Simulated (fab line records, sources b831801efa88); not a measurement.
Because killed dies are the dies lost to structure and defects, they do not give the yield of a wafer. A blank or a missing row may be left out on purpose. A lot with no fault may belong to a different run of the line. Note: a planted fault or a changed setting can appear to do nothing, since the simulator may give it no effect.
Which of the tools did it?	flow gf180mcu	14 lots, 42 wafers sampled, at 4 steps of a route of 602

WHAT THE GAUGES READ, wafer by wafer
The record holds no reading of a measuring or inspecting step that can be judged against a usual standard deviation.

TOOL THAT RAN EACH LOT (tool first, then ch and the chambers of the sampled wafers, then the start)
lot	GF_V4_ETCH_16	GF_V4_ETCH_17	GF_V4_STRIP_18	GF_MIM_SPUTTER_03
L591	rieDiel-02 ch 0,1,3, day 24 17:36	rieDiel-02 ch 0,1,3, day 24 17:00	plasmaAsher-02 ch 0,1, day 24 17:46	pvdSputter-02, day 24 19:08
L594	rieDiel-01 ch 1,2,3, day 25 19:18	rieDiel-01 ch 1,2,3, day 25 19:00	plasmaAsher-01 ch 0,1, day 25 19:26	pvdSputter-02, day 25 20:51
L595	rieDiel-02 ch 0,1,3, day 26 02:47	rieDiel-02 ch 0,1,3, day 26 02:00	plasmaAsher-01 ch 0,1, day 26 02:55	-
L596	rieDiel-01 ch 1,2, day 26 08:10	rieDiel-01 ch 1,2, day 26 08:00	plasmaAsher-02 ch 0,1, day 26 08:22	-
L597	rieDiel-04 ch 0,3, day 26 16:08	rieDiel-04 ch 0,3, day 26 16:00	plasmaAsher-01 ch 0,1, day 26 16:16	pvdSputter-01, day 26 17:40
L598	rieDiel-04 ch 2,3, day 26 19:42	rieDiel-04 ch 2,3, day 26 19:00	plasmaAsher-03 ch 0,1, day 26 19:50	pvdSputter-02, day 26 21:19
L605	rieDiel-02 ch 0,3, day 29 03:45	rieDiel-02 ch 0,3, day 29 03:00	plasmaAsher-01 ch 0,1, day 29 03:53	pvdSputter-01, day 29 06:20
L606	rieDiel-01 ch 1,3, day 29 16:46	rieDiel-01 ch 1,3, day 29 16:00	plasmaAsher-01 ch 0,1, day 29 16:54	pvdSputter-02, day 29 18:38
L607	rieDiel-02 ch 0,1, day 29 21:25	rieDiel-02 ch 0,1, day 29 21:00	plasmaAsher-03 ch 0,1, day 29 21:33	pvdSputter-04, day 29 22:56
L608	rieDiel-02 ch 0,2,3, day 30 03:43	rieDiel-02 ch 0,2,3, day 30 03:00	plasmaAsher-01 ch 0,1, day 30 03:51	pvdSputter-04, day 30 05:16
L609	rieDiel-02 ch 2,3, day 30 09:39	rieDiel-02 ch 2,3, day 30 09:00	plasmaAsher-02 ch 0,1, day 30 09:49	pvdSputter-01, day 30 11:10
L610	rieDiel-04 ch 0,2,3, day 30 15:15	rieDiel-04 ch 0,2,3, day 30 15:00	plasmaAsher-02 ch 0,1, day 30 15:23	pvdSputter-04, day 30 17:00
L611	rieDiel-01 ch 2,3, day 30 21:32	rieDiel-01 ch 2,3, day 30 21:00	plasmaAsher-01 ch 0, day 30 21:40	pvdSputter-01, day 30 23:05
L613	rieDiel-01 ch 1,2,3, day 31 08:27	rieDiel-01 ch 1,2,3, day 31 08:00	plasmaAsher-01 ch 0,1, day 31 08:37	pvdSputter-04, day 31 09:58
- GF_V4_ETCH_16: etches BARC in N2/H2.
- GF_V4_ETCH_17: etches SiO2 in C4F8/O2/Ar, stops on TiN, target depth 630 nm.
- GF_V4_STRIP_18: strips in O2/N2.
- GF_MIM_SPUTTER_03: material Ti, target thk 10 nm, time 6.7 s.

WHAT THE TOOLS THEMSELVES READ (means of the sampled wafers that have a number; where no wafer has one, the mark that the record gives instead)
GF_V4_ETCH_16.
lot	tool	biasW (W)	chamberPressureMTorr (mTorr)	drypumpMotorCurrentA (A)	n2FlowSccm (sccm)	oesProductAu (a.u.)	throttleValvePct (%)
L591	rieDiel-02	99.8	29.990	5.8	100.32	0.859	13.226
L594	rieDiel-01	99.6	29.997	6.2	99.68	0.856	13.216
L595	rieDiel-02	100.3	29.984	5.8	99.91	0.848	13.217
L596	rieDiel-01	100.0	29.993	6.4	99.95	0.855	13.218
L597	rieDiel-04	100.0	29.993	5.9	100.09	0.856	13.223
L598	rieDiel-04	100.0	29.997	5.5	100.17	0.856	13.218
L605	rieDiel-02	100.0	29.976	5.7	99.98	0.849	13.228
L606	rieDiel-01	99.8	29.977	6.0	99.87	0.852	13.220
L607	rieDiel-02	99.9	30.003	5.6	100.04	0.860	13.231
L608	rieDiel-02	99.9	29.994	5.9	100.34	0.854	13.238
L609	rieDiel-02	100.0	30.009	6.1	99.83	0.855	13.223
L610	rieDiel-04	100.2	30.015	5.6	99.80	0.854	13.226
L611	rieDiel-01	100.1	29.990	6.0	100.04	0.856	13.220
L613	rieDiel-01	99.9	30.011	6.2	99.74	0.855	13.222

GF_V4_ETCH_17.
lot	tool	biasW (W)	chamberPressureMTorr (mTorr)	oesProductAu (a.u.)
L591	rieDiel-02	1200	40.00	0.858
L594	rieDiel-01	1200	40.00	0.857
L595	rieDiel-02	-	-	-
L596	rieDiel-01	-	-	-
L597	rieDiel-04	1199	40.00	0.852
L598	rieDiel-04	1199	39.98	0.858
L605	rieDiel-02	1197	40.00	0.856
L606	rieDiel-01	1200	40.00	0.848
L607	rieDiel-02	1198	39.96	0.856
L608	rieDiel-02	1200	39.98	0.856
L609	rieDiel-02	1199	40.02	0.855
L610	rieDiel-04	1200	40.03	0.853
L611	rieDiel-01	1200	40.00	0.859
L613	rieDiel-01	1202	39.98	0.853

GF_V4_STRIP_18.
lot	tool	drypumpMotorCurrentA (A)	heaterPowerW (W)	n2FlowSccm (sccm)	oesProductAu (a.u.)
L591	plasmaAsher-02	5.7	340	300.2	0.590
L594	plasmaAsher-01	6.2	361	299.4	0.593
L595	plasmaAsher-01	6.1	363	299.9	0.672
L596	plasmaAsher-02	5.7	334	300.0	0.668
L597	plasmaAsher-01	5.7	342	300.6	0.589
L598	plasmaAsher-03	5.2	324	300.1	0.594
L605	plasmaAsher-01	5.7	343	300.0	0.588
L606	plasmaAsher-01	5.7	347	299.9	0.595
L607	plasmaAsher-03	5.2	322	299.6	0.594
L608	plasmaAsher-01	5.7	343	300.5	0.592
L609	plasmaAsher-02	5.4	330	299.2	0.594
L610	plasmaAsher-02	5.7	335	301.1	0.592
L611	plasmaAsher-01	5.3	331	300.2	0.590
L613	plasmaAsher-01	6.2	362	300.4	0.597

GF_MIM_SPUTTER_03.
lot	tool	cathodeDcPowerW (W)	throttleValvePct (%)
L591	pvdSputter-02	2999.6	30.4
L594	pvdSputter-02	2999.8	29.9
L597	pvdSputter-01	2999.9	30.2
L598	pvdSputter-02	3000.4	29.3
L605	pvdSputter-01	3000.4	30.5
L606	pvdSputter-02	2999.7	29.6
L607	pvdSputter-04	3000.0	30.1
L608	pvdSputter-04	3000.1	30.3
L609	pvdSputter-01	3000.0	30.3
L610	pvdSputter-04	3000.3	30.0
L611	pvdSputter-01	2999.9	30.2
L613	pvdSputter-04	3000.0	29.2

THE ANSWER, worked out from the rows above alone
Rule: the lots themselves supply what counts as usual. The widest of any qualifying gaps counts: lots, ordered by their means at a reading, are off when they make up no more than a third of the lots, leave a main group of 4 or more, and stand apart from it by 3 or more times the standard deviation of that group's means. The tables above print the reading to a certain number of digits; a main group whose means all agree to those digits is not used. A lot without any number at a reading at which 4 lots or more have one is off too. All remaining lots with rows at the step are treated as sound. Order of review: gauges by route order, followed by the tools' own readings, for which a lot's mean as printed above is used. The first step at which some lot is off is used, and at that step the reading that is off furthest; a lot without a number counts as furthest.
Off, at GF_V4_ETCH_17 on biasW: L595, L596. Without a number there: L595, L596. The main group has a mean of 1200 W with a standard deviation of 1.2.
A tool fits if, at that step or a process step before it, it ran every lot that is off, and no sound lot after the first of them. Not one of the candidates tried fits.

WHAT THE SIMULATOR HAD INSERTED
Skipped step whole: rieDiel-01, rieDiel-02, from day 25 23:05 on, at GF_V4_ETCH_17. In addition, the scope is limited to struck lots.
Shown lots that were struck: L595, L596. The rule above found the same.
